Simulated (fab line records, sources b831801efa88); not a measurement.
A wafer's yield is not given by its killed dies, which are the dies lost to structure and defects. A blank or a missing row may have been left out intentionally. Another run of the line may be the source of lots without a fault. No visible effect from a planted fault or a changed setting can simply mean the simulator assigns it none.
Which tool did it? || flow sky130 || 12 lots with 36 wafers sampled at 5 steps, on a route of 708 steps

== WHAT THE GAUGES READ, wafer by wafer ==
SKY_LDD_N_OVL_MEAS_07.
{"lot": "L617", "measured": "day 17 01:23", "on": "overlay-02", "LDD_N_OVL (nm)": "1.3 0.9 0.1"}
{"lot": "L619", "measured": "day 17 18:06", "on": "overlay-01", "LDD_N_OVL (nm)": "-0.9 -0.8 -0.7"}
{"lot": "L620", "measured": "day 18 02:04", "on": "overlay-01", "LDD_N_OVL (nm)": "-0.2 -0.3 0.8"}
{"lot": "L622", "measured": "day 19 00:29", "on": "overlay-01", "LDD_N_OVL (nm)": "0.4 0.5 -1.5"}
{"lot": "L625", "measured": "day 20 16:04", "on": "overlay-01", "LDD_N_OVL (nm)": "-0.5 -2.1 -0.1"}
{"lot": "L632", "measured": "day 24 06:59", "on": "overlay-01", "LDD_N_OVL (nm)": "0.6 -0.8 0.1"}
{"lot": "L633", "measured": "day 25 00:44", "on": "overlay-02", "LDD_N_OVL (nm)": "-1.7 -2.6 -2.9"}
{"lot": "L634", "measured": "day 25 01:02", "on": "overlay-01", "LDD_N_OVL (nm)": "-2.1 -3.9 -3.8"}
{"lot": "L636", "measured": "day 25 15:34", "on": "overlay-01", "LDD_N_OVL (nm)": "-1.9 -2.3 -2.4"}
{"lot": "L638", "measured": "day 26 12:46", "on": "overlay-01", "LDD_N_OVL (nm)": "-2.9 0.1 -3.3"}
{"lot": "L637", "measured": "day 26 13:56", "on": "overlay-01", "LDD_N_OVL (nm)": "-0.7 -2.5 -1.1"}
{"lot": "L639", "measured": "day 26 20:47", "on": "overlay-02", "LDD_N_OVL (nm)": "-2.8 -2.8 -3.4"}

SKY_LDD_P_TW_MEAS_11.
{"lot": "L617", "measured": "day 18 08:53", "on": "film-metro-01", "LDD_P_TW": "638 636 632"}
{"lot": "L619", "measured": "day 19 01:57", "on": "film-metro-04", "LDD_P_TW": "640 637 635"}
{"lot": "L620", "measured": "day 19 09:38", "on": "film-metro-01", "LDD_P_TW": "638 634 637"}
{"lot": "L622", "measured": "day 20 09:19", "on": "film-metro-01", "LDD_P_TW": "636 640 641"}
{"lot": "L625", "measured": "day 22 00:23", "on": "film-metro-01", "LDD_P_TW": "639 638 640"}
{"lot": "L632", "measured": "day 25 14:26", "on": "film-metro-04", "LDD_P_TW": "632 631 632"}
{"lot": "L633", "measured": "day 26 07:12", "on": "film-metro-01", "LDD_P_TW": "634 637 635"}
{"lot": "L634", "measured": "day 26 08:27", "on": "film-metro-02", "LDD_P_TW": "627 633 630"}
{"lot": "L636", "measured": "day 26 22:12", "on": "film-metro-02", "LDD_P_TW": "631 629 633"}
{"lot": "L638", "measured": "day 27 18:28", "on": "film-metro-04", "LDD_P_TW": "633 631 633"}
{"lot": "L637", "measured": "day 27 20:11", "on": "film-metro-04", "LDD_P_TW": "634 637 637"}
{"lot": "L639", "measured": "day 28 02:40", "on": "film-metro-02", "LDD_P_TW": "635 632 634"}

SKY_LDD_LDN_TW_MEAS_13.
{"lot": "L617", "measured": "day 22 04:11", "on": "film-metro-03", "LDD_LDN_TW": "1458 1465 1458"}
{"lot": "L619", "measured": "day 22 23:24", "on": "film-metro-02", "LDD_LDN_TW": "1460 1466 1463"}
{"lot": "L620", "measured": "day 23 05:49", "on": "film-metro-03", "LDD_LDN_TW": "1471 1464 1463"}
{"lot": "L622", "measured": "day 24 05:19", "on": "film-metro-04", "LDD_LDN_TW": "1392 1394 1398"}
{"lot": "L625", "measured": "day 25 16:01", "on": "film-metro-03", "LDD_LDN_TW": "1381 1385 1384"}
{"lot": "L632", "measured": "day 29 04:56", "on": "film-metro-02", "LDD_LDN_TW": "1469 1467 1475"}
{"lot": "L633", "measured": "day 29 20:16", "on": "film-metro-04", "LDD_LDN_TW": "1483 1483 1474"}
{"lot": "L634", "measured": "day 29 21:40", "on": "film-metro-03", "LDD_LDN_TW": "1458 1459 1466"}
{"lot": "L636", "measured": "day 30 10:52", "on": "film-metro-02", "LDD_LDN_TW": "1476 1477 1480"}
{"lot": "L638", "measured": "day 31 04:25", "on": "film-metro-03", "LDD_LDN_TW": "1465 1461 1463"}
{"lot": "L637", "measured": "day 31 08:13", "on": "film-metro-03", "LDD_LDN_TW": "1465 1466 1467"}
{"lot": "L639", "measured": "day 31 14:26", "on": "film-metro-04", "LDD_LDN_TW": "1476 1480 1474"}

== EACH LOT AND THE TOOL THAT RAN IT (in order: tool; ch and the chambers of the sampled wafers; start) ==
{"lot": "L617", "SKY_LDD_LDN_IMPLANT_09": "implanter-04 ch 0, day 22 03:38", "SKY_LDD_LDN_STRIP_12": "plasma-asher-01 ch 1, day 22 04:04"}
{"lot": "L619", "SKY_LDD_LDN_IMPLANT_09": "implanter-03 ch 0, day 22 22:53", "SKY_LDD_LDN_STRIP_12": "plasma-asher-03 ch 0,1, day 22 23:19"}
{"lot": "L620", "SKY_LDD_LDN_IMPLANT_09": "implanter-03 ch 0, day 23 05:16", "SKY_LDD_LDN_STRIP_12": "plasma-asher-03 ch 0,1, day 23 05:43"}
{"lot": "L622", "SKY_LDD_LDN_IMPLANT_09": "implanter-03 ch 0, day 24 04:47", "SKY_LDD_LDN_STRIP_12": "plasma-asher-01 ch 0,1, day 24 05:13"}
{"lot": "L625", "SKY_LDD_LDN_IMPLANT_09": "implanter-03 ch 0, day 25 15:28", "SKY_LDD_LDN_STRIP_12": "plasma-asher-03 ch 0, day 25 15:55"}
{"lot": "L632", "SKY_LDD_LDN_IMPLANT_09": "implanter-02 ch 0, day 29 04:23", "SKY_LDD_LDN_STRIP_12": "plasma-asher-03 ch 0,1, day 29 04:49"}
{"lot": "L633", "SKY_LDD_LDN_IMPLANT_09": "implanter-03 ch 0, day 29 19:43", "SKY_LDD_LDN_STRIP_12": "plasma-asher-03 ch 0,1, day 29 20:10"}
{"lot": "L634", "SKY_LDD_LDN_IMPLANT_09": "implanter-03 ch 0, day 29 21:07", "SKY_LDD_LDN_STRIP_12": "plasma-asher-03 ch 0,1, day 29 21:34"}
{"lot": "L636", "SKY_LDD_LDN_IMPLANT_09": "implanter-03 ch 0, day 30 10:19", "SKY_LDD_LDN_STRIP_12": "plasma-asher-03 ch 0,1, day 30 10:46"}
{"lot": "L638", "SKY_LDD_LDN_IMPLANT_09": "implanter-03 ch 0, day 31 03:52", "SKY_LDD_LDN_STRIP_12": "plasma-asher-03 ch 0,1, day 31 04:19"}
{"lot": "L637", "SKY_LDD_LDN_IMPLANT_09": "implanter-04 ch 0, day 31 07:40", "SKY_LDD_LDN_STRIP_12": "plasma-asher-01 ch 0,1, day 31 08:07"}
{"lot": "L639", "SKY_LDD_LDN_IMPLANT_09": "implanter-04 ch 0, day 31 13:55", "SKY_LDD_LDN_STRIP_12": "plasma-asher-03 ch 0,1, day 31 14:20"}
- SKY_LDD_LDN_IMPLANT_09
- SKY_LDD_LDN_STRIP_12: strips in O2/N2.

== WHAT THE TOOLS THEMSELVES READ (means of the sampled wafers that have a number; where no wafer has one, the mark that the record gives instead) ==
SKY_LDD_LDN_IMPLANT_09.
{"lot": "L617", "tool": "implanter-04", "dose-ions-cm2": 1.2501e+13, "end-station-pressure-torr (Torr)": 5.05e-06, "faraday-current-uA": 70.8}
{"lot": "L619", "tool": "implanter-03", "dose-ions-cm2": 1.2489e+13, "end-station-pressure-torr (Torr)": 5.00e-06, "faraday-current-uA": 71.9}
{"lot": "L620", "tool": "implanter-03", "dose-ions-cm2": 1.2504e+13, "end-station-pressure-torr (Torr)": 5.24e-06, "faraday-current-uA": 67.8}
{"lot": "L622", "tool": "implanter-03", "dose-ions-cm2": 4.5263e+12, "end-station-pressure-torr (Torr)": 5.02e-06, "faraday-current-uA": 26.0}
{"lot": "L625", "tool": "implanter-03", "dose-ions-cm2": 4.5223e+12, "end-station-pressure-torr (Torr)": 4.80e-06, "faraday-current-uA": 25.8}
{"lot": "L632", "tool": "implanter-02", "dose-ions-cm2": 1.2499e+13, "end-station-pressure-torr (Torr)": 5.32e-06, "faraday-current-uA": 72.0}
{"lot": "L633", "tool": "implanter-03", "dose-ions-cm2": 1.2497e+13, "end-station-pressure-torr (Torr)": 5.26e-06, "faraday-current-uA": 69.2}
{"lot": "L634", "tool": "implanter-03", "dose-ions-cm2": 1.2499e+13, "end-station-pressure-torr (Torr)": 5.18e-06, "faraday-current-uA": 71.2}
{"lot": "L636", "tool": "implanter-03", "dose-ions-cm2": 1.2508e+13, "end-station-pressure-torr (Torr)": 5.18e-06, "faraday-current-uA": 71.6}
{"lot": "L638", "tool": "implanter-03", "dose-ions-cm2": 1.2490e+13, "end-station-pressure-torr (Torr)": 4.95e-06, "faraday-current-uA": 71.6}
{"lot": "L637", "tool": "implanter-04", "dose-ions-cm2": 1.2497e+13, "end-station-pressure-torr (Torr)": 5.05e-06, "faraday-current-uA": 70.8}
{"lot": "L639", "tool": "implanter-04", "dose-ions-cm2": 1.2494e+13, "end-station-pressure-torr (Torr)": 4.88e-06, "faraday-current-uA": 71.0}

SKY_LDD_LDN_STRIP_12.
{"lot": "L617", "tool": "plasma-asher-01", "drypump-motor-current-A (A)": 6.6, "oes-product-au (a.u.)": 0.715, "strip-time-to-endpoint-s (s)": 14.19}
{"lot": "L619", "tool": "plasma-asher-03", "drypump-motor-current-A (A)": 5.3, "oes-product-au (a.u.)": 0.713, "strip-time-to-endpoint-s (s)": 14.20}
{"lot": "L620", "tool": "plasma-asher-03", "drypump-motor-current-A (A)": 5.3, "oes-product-au (a.u.)": 0.714, "strip-time-to-endpoint-s (s)": 14.16}
{"lot": "L622", "tool": "plasma-asher-01", "drypump-motor-current-A (A)": 6.3, "oes-product-au (a.u.)": 0.716, "strip-time-to-endpoint-s (s)": 14.20}
{"lot": "L625", "tool": "plasma-asher-03", "drypump-motor-current-A (A)": 5.2, "oes-product-au (a.u.)": 0.717, "strip-time-to-endpoint-s (s)": 14.18}
{"lot": "L632", "tool": "plasma-asher-03", "drypump-motor-current-A (A)": 5.5, "oes-product-au (a.u.)": 0.716, "strip-time-to-endpoint-s (s)": 14.17}
{"lot": "L633", "tool": "plasma-asher-03", "drypump-motor-current-A (A)": 5.5, "oes-product-au (a.u.)": 0.718, "strip-time-to-endpoint-s (s)": 14.24}
{"lot": "L634", "tool": "plasma-asher-03", "drypump-motor-current-A (A)": 5.3, "oes-product-au (a.u.)": 0.709, "strip-time-to-endpoint-s (s)": 14.19}
{"lot": "L636", "tool": "plasma-asher-03", "drypump-motor-current-A (A)": 5.3, "oes-product-au (a.u.)": 0.719, "strip-time-to-endpoint-s (s)": 14.13}
{"lot": "L638", "tool": "plasma-asher-03", "drypump-motor-current-A (A)": 5.3, "oes-product-au (a.u.)": 0.714, "strip-time-to-endpoint-s (s)": 14.18}
{"lot": "L637", "tool": "plasma-asher-01", "drypump-motor-current-A (A)": 5.9, "oes-product-au (a.u.)": 0.716, "strip-time-to-endpoint-s (s)": 14.15}
{"lot": "L639", "tool": "plasma-asher-03", "drypump-motor-current-A (A)": 5.3, "oes-product-au (a.u.)": 0.714, "strip-time-to-endpoint-s (s)": 14.19}

== THE ANSWER, worked out from the rows above alone ==
Rule: the lots themselves supply what counts as usual. The widest of any qualifying gaps counts: lots, ordered by their means at a reading, are off when they make up no more than a third of the lots, leave a main group of 4 or more, and stand apart from it by 3 or more times the standard deviation of that group's means. A main group is skipped when, at the precision printed for the reading in the tables above, its means are all equal. Also off: a lot with no number at a reading for which 4 or more lots have one. All remaining lots with rows at the step are treated as sound. The gauges are gone through in route order, then the tools' own readings, and for those a lot's mean is taken as printed above. The first step at which some lot is off is used, and at that step the reading that is off furthest; a lot without a number counts as furthest.
Off: L622, L625, at SKY_LDD_LDN_TW_MEAS_13 (LDD_LDN_TW). Mean 1468 and standard deviation 6.9 in the main group.
A tool fits if, at a process step before that reading, it ran every lot that is off, and no sound lot after the first of them. The gauges at SKY_LDD_LDN_TW_MEAS_13 aren't tried: what is off there is off at SKY_LDD_LDN_IMPLANT_09 too, on other tools, and a gauge's error can't cause that. Not one of the candidates tried fits.

== WHAT THE SIMULATOR PUT IN ==
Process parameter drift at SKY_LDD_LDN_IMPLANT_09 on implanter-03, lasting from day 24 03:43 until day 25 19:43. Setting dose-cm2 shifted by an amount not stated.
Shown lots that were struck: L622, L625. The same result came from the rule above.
